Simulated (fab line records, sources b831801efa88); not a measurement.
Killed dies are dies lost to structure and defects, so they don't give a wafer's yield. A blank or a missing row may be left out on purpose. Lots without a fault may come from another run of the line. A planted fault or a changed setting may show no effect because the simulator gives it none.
fab line records | flow gf180mcu
record lots=5 wafers=15 last_day=34
route steps=602 shown CONTACT@310 M1@315
lots that met no fault: from a run of the same line without faults
start_h: hours from the record's first day to the start of the lot's first wafer shown | wait_h: hours since the lot's step before | " the same as in the row above | L1.1+2: a row that stands for several wafers | - no value, or no start given | * or withheld: withheld | < > ~ a bound
route shown NAME@n: a module of which the file shows steps, and the number in the route of the first | usual: mean/standard deviation of fault-free wafers | same: alike in all rows | chamber/n: place in a boat | sites: the reading at each site | _std_site: their standard deviation | _edge_site: outer sites' mean less inner sites' | radius_mm: how far each site lies from the wafer's centre | mask NAME#n: copy n | behind: the tool/chamber that last shaped the wafer | hold: why the lot was held/for how many hours/how that ended | device: the transistor (n, p or np) that didn't switch | end of line: the same wafers' tests at the end of the route | a step without rows: its recipe alone | killed: dies lost to structure and defects at the first sort, not the wafer's yield | map: a wafer's dies, x killed, . not, _ none there
set.NAME: the setting as run; set.NAME@STEP: as run at that earlier step | model.NAME: the simulator's own value behind a step, which no gauge read
lots at some steps of the route; a table a step, a row a wafer
services: from which hour (start_h, from the record's first day; less than 0 if before it) a tool's chamber was out of use, for how many hours, and why
## steps
# step GF_CONTACT_SPUTTER_23
# recipe material=TiN target_thk_nm=10 chamber_pressure_pa=5 power_w=4000 time_s=40
# usual throttle_valve_pct=30.2/1.1
# columns lot.wafer tool chamber start_h wait_h throttle_valve_pct
L078.2 pvd_sputter-01 - 394.73 0.0 28.1
L078.5 " - " " 32.0
L078.6 " - " " 29.8
L080.2 pvd_sputter-01 - 412.83 0.0 28.1
L080.3 " - " " 31.9
L080.5 " - " " 27.8
L088.2 pvd_sputter-02 - 489.73 0.0 30.9
L088.4 " - " " 30.4
L088.6 " - " " 31.6
L094.3 pvd_sputter-01 - 538.37 0.0 32.1
L094.5 " - " " 27.7
L094.6 " - " " 30.7
L097.2 pvd_sputter-01 - 564.11 0.0 29.6
L097.4 " - " " 28.0
L097.5 " - " " 28.1
# step GF_CONTACT_CVD_24
# recipe material=W target_thk_nm=300 time_s=90.339 temp_c=400 pressure_torr=40
# usual heater_power_w=892/55
# columns lot.wafer tool chamber start_h wait_h heater_power_w since_wet_clean_h
L078.2 cvd_w-02 0 394.77 0.0 941 491
L078.5 " 0 " " 924 -
L078.6 " 1 " " 811 -
L080.2 cvd_w-02 1 412.87 0.0 797 509
L080.3 " 0 " " 917 -
L080.5 " 1 " " 814 -
L088.2 cvd_w-02 0 489.77 0.0 955 586
L088.4 " 1 " " 777 -
L088.6 " 1 " " 803 -
L094.3 cvd_w-02 1 538.44 0.1 823 -
L094.5 " 1 " " 784 -
L094.6 " 0 " " 960 -
L097.2 cvd_w-01 0 564.15 0.0 903 160
L097.4 " 0 " " 888 -
L097.5 " 0 " " 882 -
# step GF_CONTACT_RS_MEAS_25
# recipe thk_meas_gauge=four-point-probe reads=W_of_CONTACT_CVD_24+TiN_of_CONTACT_SPUTTER_23+Ti_of_CONTACT_SPUTTER_22
# usual CONTACT_W_RS=0.384/0.0053
# columns lot.wafer tool chamber start_h wait_h CONTACT_W_RS[ohm/sq]
L078.2 film_metro-03 - 394.89 0.1 0.382
L078.5 " - " " 0.385
L078.6 " - " " 0.387
L080.2 film_metro-04 - 412.99 0.1 0.398
L080.3 " - " " 0.390
L080.5 " - " " 0.394
L088.2 film_metro-03 - 489.89 0.1 0.382
L088.4 " - " " 0.390
L088.6 " - " " 0.390
L094.3 film_metro-04 - 538.55 0.1 0.384
L094.5 " - " " 0.386
L094.6 " - " " 0.383
L097.2 film_metro-01 - 564.27 0.1 0.377
L097.4 " - " " 0.377
L097.5 " - " " 0.377
# step GF_CONTACT_THK_MEAS_26
# recipe thk_meas_gauge=xrf reads=W_of_CONTACT_CVD_24
# usual CONTACT_W_THK=300/4.7
# columns lot.wafer tool chamber start_h wait_h CONTACT_W_THK[nm]
L078.2 film_metro-03 - 395.00 0.1 299
L078.5 " - " " 297
L078.6 " - " " 299
L080.2 film_metro-04 - 413.10 0.1 289
L080.3 " - " " 296
L080.5 " - " " 295
L088.2 film_metro-03 - 490.00 0.1 300
L088.4 " - " " 294
L088.6 " - " " 295
L094.3 film_metro-04 - 538.65 0.1 304
L094.5 " - " " 302
L094.6 " - " " 307
L097.2 film_metro-01 - 564.38 0.1 302
L097.4 " - " " 303
L097.5 " - " " 304
# step GF_CONTACT_CMP_27
# recipe stop_on=SiO2 down_force_psi=3.5 platen_rpm=60 t_overpolish_s=15 target_thk_nm=0 pad_velocity_m_s=0.94248
# usual head_pressure_psi=3.500/0.0075 motor_current_A=11.1/0.65 overpolish_run_s=15.001/0.0092 platen_rpm=60.00/0.044 retaining_ring_pressure_frac=0.999/0.0045 slurry_filter_dp_kPa=13.49/0.13 time_to_endpoint_s=72.8/3
# columns lot.wafer tool chamber start_h wait_h head_pressure_psi motor_current_A overpolish_run_s platen_rpm retaining_ring_pressure_frac slurry_filter_dp_kPa time_to_endpoint_s
L078.2 cmp-01 3 395.05 0.0 3.497 10.2 14.986 60.06 0.998 13.47 72.7
L078.5 " 3 " " 3.498 10.2 14.993 60.06 1.004 13.42 70.9
L078.6 " 0 " " 3.508 12.6 14.991 59.99 0.993 13.38 70.7
L080.2 cmp-01 3 413.15 0.0 3.513 11.2 15.005 59.93 1.000 13.52 70.6
L080.3 " 1 " " 3.510 11.6 15.002 59.92 1.002 13.47 75.9
L080.5 " 0 " " 3.498 11.3 15.017 60.04 1.005 13.45 68.0
L088.4 cmp-02 0 490.05 0.0 3.493 11.3 14.999 59.97 1.001 13.52 74.9
L088.2 " 1 " " 3.507 11.1 15.002 60.00 0.999 13.52 73.9
L088.6 " 1 " " 3.500 10.5 14.995 60.02 1.001 13.40 69.4
L094.3 cmp-01 2 538.69 0.0 3.503 10.2 14.995 60.06 0.992 13.65 70.2
L094.6 " 2 " " 3.504 10.7 15.005 60.11 0.994 13.51 67.8
L094.5 " 3 " " 3.495 10.2 15.003 59.96 1.003 13.53 71.3
L097.4 cmp-02 3 564.43 0.0 3.495 11.1 15.012 60.04 0.993 13.29 72.8
L097.2 " 1 " " 3.504 10.8 15.013 59.95 0.995 13.61 69.5
L097.5 " 3 " " 3.495 10.8 14.987 60.00 0.989 13.27 74.1
# step GF_M1_SPUTTER_00
# recipe material=Ti target_thk_nm=37.5 arriving_ion_energy_ev=80 substrate_temp_c=200 chamber_pressure_pa=2 power_w=4000 time_s=150
# usual throttle_valve_pct=30.9/0.84
# columns lot.wafer tool chamber start_h wait_h throttle_valve_pct
L078.2 pvd_sputter-04 - 395.35 0.2 29.4
L078.5 " - " " 30.5
L078.6 " - " " 29.8
L080.2 pvd_sputter-02 - 413.45 0.2 31.5
L080.3 " - " " 30.5
L080.5 " - " " 30.1
L088.2 pvd_sputter-03 - 490.35 0.2 32.2
L088.4 " - " " 29.9
L088.6 " - " " 30.9
L094.3 pvd_sputter-03 - 538.99 0.2 31.1
L094.5 " - " " 32.5
L094.6 " - " " 31.0
L097.2 pvd_sputter-03 - 564.73 0.1 32.4
L097.4 " - " " 29.9
L097.5 " - " " 30.3
# step GF_M1_SPUTTER_01
# recipe material=TiN target_thk_nm=30 power_w=6500 time_s=25 chamber_pressure_pa=0.4
# usual throttle_valve_pct=30.9/0.85
# columns lot.wafer tool chamber start_h wait_h throttle_valve_pct
L078.2 pvd_sputter-04 - 395.45 0.1 29.4
L078.5 " - " " 30.5
L078.6 " - " " 29.5
L080.2 pvd_sputter-02 - 413.55 0.1 31.6
L080.3 " - " " 30.5
L080.5 " - " " 30.6
L088.2 pvd_sputter-03 - 490.45 0.1 32.2
L088.4 " - " " 30.0
L088.6 " - " " 30.9
L094.3 pvd_sputter-03 - 539.09 0.1 31.2
L094.5 " - " " 32.4
L094.6 " - " " 31.2
L097.2 pvd_sputter-03 - 564.83 0.1 32.4
L097.4 " - " " 30.0
L097.5 " - " " 29.9
# step GF_M1_SPUTTER_02
# recipe material=AlCu target_thk_nm=450 power_w=10600 time_s=23.9 chamber_pressure_pa=0.4
# usual throttle_valve_pct=30.9/0.85
# columns lot.wafer tool chamber start_h wait_h throttle_valve_pct
L078.2 pvd_sputter-04 - 395.48 0.0 29.3
L078.5 " - " " 30.5
L078.6 " - " " 29.8
L080.2 pvd_sputter-02 - 413.58 0.0 31.7
L080.3 " - " " 30.6
L080.5 " - " " 30.8
L088.2 pvd_sputter-03 - 490.48 0.0 32.5
L088.4 " - " " 30.1
L088.6 " - " " 30.8
L094.3 pvd_sputter-03 - 539.12 0.0 30.9
L094.5 " - " " 32.3
L094.6 " - " " 31.1
L097.2 pvd_sputter-03 - 564.86 0.0 32.5
L097.4 " - " " 30.2
L097.5 " - " " 29.9
# step GF_M1_SPUTTER_03
# recipe material=Ti target_thk_nm=10 substrate_temp_c=300 chamber_pressure_pa=0.3 power_w=3000 time_s=6.7
# usual throttle_valve_pct=30.9/0.83
# columns lot.wafer tool chamber start_h wait_h throttle_valve_pct
L078.2 pvd_sputter-04 - 395.51 0.0 29.3
L078.5 " - " " 30.6
L078.6 " - " " 29.8
L080.2 pvd_sputter-02 - 413.61 0.0 31.5
L080.3 " - " " 30.5
L080.5 " - " " 30.6
L088.2 pvd_sputter-03 - 490.51 0.0 32.0
L088.4 " - " " 30.0
L088.6 " - " " 31.2
L094.3 pvd_sputter-03 - 539.15 0.0 31.0
L094.5 " - " " 32.3
L094.6 " - " " 30.9
L097.2 pvd_sputter-03 - 564.89 0.0 32.1
L097.4 " - " " 30.1
L097.5 " - " " 30.1
# step GF_M1_SPUTTER_04
# recipe material=TiN target_thk_nm=50 power_w=6500 time_s=41.7 chamber_pressure_pa=0.4
# usual throttle_valve_pct=30.9/0.84
# columns lot.wafer tool chamber start_h wait_h throttle_valve_pct
L078.2 pvd_sputter-04 - 395.53 0.0 29.1
L078.5 " - " " 30.6
L078.6 " - " " 29.6
L080.2 pvd_sputter-02 - 413.63 0.0 31.5
L080.3 " - " " 30.4
L080.5 " - " " 30.4
L088.2 pvd_sputter-03 - 490.53 0.0 32.4
L088.4 " - " " 29.9
L088.6 " - " " 31.2
L094.3 pvd_sputter-03 - 539.17 0.0 30.7
L094.5 " - " " 32.3
L094.6 " - " " 31.2
L097.2 pvd_sputter-03 - 564.91 0.0 32.3
L097.4 " - " " 30.0
L097.5 " - " " 30.0
# step GF_M1_RS_MEAS_05
# recipe thk_meas_gauge=four-point-probe reads=TiN_of_M1_SPUTTER_04+Ti_of_M1_SPUTTER_03+AlCu_of_M1_SPUTTER_02+TiN_of_M1_SPUTTER_01+Ti_of_M1_SPUTTER_00
# usual M1_ALCU_RS=0.0693/0.00069
# columns lot.wafer tool chamber start_h wait_h M1_ALCU_RS[ohm/sq]
L078.2 film_metro-02 - 395.59 0.0 0.0697
L078.5 " - " " 0.0691
L078.6 " - " " 0.0693
L080.2 film_metro-04 - 413.69 0.0 0.0688
L080.3 " - " " 0.0684
L080.5 " - " " 0.0685
L088.2 film_metro-02 - 490.59 0.0 0.0696
L088.4 " - " " 0.0683
L088.6 " - " " 0.0689
L094.3 film_metro-02 - 539.25 0.1 0.0704
L094.5 " - " " 0.0701
L094.6 " - " " 0.0701
L097.2 film_metro-04 - 564.97 0.0 0.0694
L097.4 " - " " 0.0690
L097.5 " - " " 0.0688
# step GF_M1_THK_MEAS_06
# recipe thk_meas_gauge=xrf reads=AlCu_of_M1_SPUTTER_02
# usual M1_ALCU_THK=448/4.9
# columns lot.wafer tool chamber start_h wait_h M1_ALCU_THK[nm]
L078.2 film_metro-02 - 395.70 0.1 447
L078.5 " - " " 450
L078.6 " - " " 450
L080.2 film_metro-04 - 413.80 0.1 451
L080.3 " - " " 454
L080.5 " - " " 454
L088.2 film_metro-02 - 490.70 0.1 447
L088.4 " - " " 456
L088.6 " - " " 451
L094.3 film_metro-02 - 539.35 0.1 442
L094.5 " - " " 446
L094.6 " - " " 444
L097.2 film_metro-04 - 565.08 0.1 445
L097.4 " - " " 448
L097.5 " - " " 448
# step GF_M1_DEHYDRATE_07
# recipe temp_c=200 time_s=60
# columns lot.wafer tool chamber start_h wait_h
L078.2+5+6 litho_track-02 0 406.82 11.1
L080.2+3+5 litho_track-02 0 425.82 12.0
L088.2+4+6 litho_track-03 0 502.83 12.1
L094.3+5+6 litho_track-03 0 550.00 10.6
L097.2+4+5 litho_track-03 0 575.53 10.4
# step GF_M1_HMDS_08
# recipe prime_time_s=60 prime_temp_c=120
# columns lot.wafer tool chamber start_h wait_h
L078.2+5+6 litho_track-02 0 406.97 0.1
L080.2+3+5 litho_track-02 0 425.97 0.1
L088.2+4+6 litho_track-03 0 502.98 0.1
L094.3+5+6 litho_track-03 0 550.15 0.1
L097.2+4+5 litho_track-03 0 575.68 0.1
# step GF_M1_COAT_09
# recipe resist=KrF spin_rpm=withheld resist_thk_nm=1000
# columns lot.wafer tool chamber start_h wait_h
L078.2+5+6 litho_track-02 0 407.12 0.1
L080.2+3+5 litho_track-02 0 426.12 0.1
L088.2+4+6 litho_track-03 0 503.13 0.1
L094.3+5+6 litho_track-03 0 550.30 0.1
L097.2+4+5 litho_track-03 0 575.83 0.1
# step GF_M1_SOFTBAKE_10
# recipe temp_c=130 time_s=60 resist=KrF
# columns lot.wafer tool chamber start_h wait_h
L078.2+5+6 litho_track-02 0 407.27 0.1
L080.2+3+5 litho_track-02 0 426.27 0.1
L088.2+4+6 litho_track-03 0 503.28 0.1
L094.3+5+6 litho_track-03 0 550.45 0.1
L097.2+4+5 litho_track-03 0 575.98 0.1
# step GF_M1_EXPOSE_11
# recipe mask_id=Metal1 target_cd_nm=230 na=0.68 source_shape=conventional sigma_outer=0.6 dose_mj=28
# columns lot.wafer tool chamber start_h wait_h mask
L078.2+5+6 krf_scanner-02 0 - - Metal1#0
L080.2+3+5 krf_scanner-02 0 - - Metal1#0
L088.2+4+6 krf_scanner-02 0 - - Metal1#0
L094.3+5+6 krf_scanner-01 0 - - Metal1#0
L097.2+4+5 krf_scanner-02 0 - - Metal1#0
## services
# columns tool chamber start_h hours kind
cmp-01 - 376.17 2.0 repair
krf_scanner-01 - 377.25 0.8 pm
cvd_w-01 - 381.70 0.5 repair
krf_scanner-01 - 384.17 3.6 pm
krf_scanner-01 - 389.44 0.8 pm
cvd_w-01 - 390.00 14.0 pm
pvd_sputter-03 - 395.25 0.5 repair
krf_scanner-02 - 398.83 1.0 pm
cmp-01 - 404.22 4.0 pm
cmp-01 - 408.88 4.1 repair
cmp-02 - 425.45 1.3 repair
cmp-02 - 451.33 0.8 repair
pvd_sputter-04 - 470.76 3.6 repair
krf_scanner-02 - 474.14 1.3 pm
pvd_sputter-01 - 499.39 2.1 repair
cmp-01 - 523.45 3.2 pm
krf_scanner-02 - 536.12 0.8 pm
pvd_sputter-04 - 539.50 6.4 repair
krf_scanner-02 - 546.21 1.5 repair
pvd_sputter-02 - 557.90 12.7 repair
krf_scanner-02 - 559.42 0.3 repair
cmp-01 - 565.42 11.6 pm
krf_scanner-02 - 567.74 1.0 pm
cmp-02 - 572.28 4.0 pm
## key
fault none
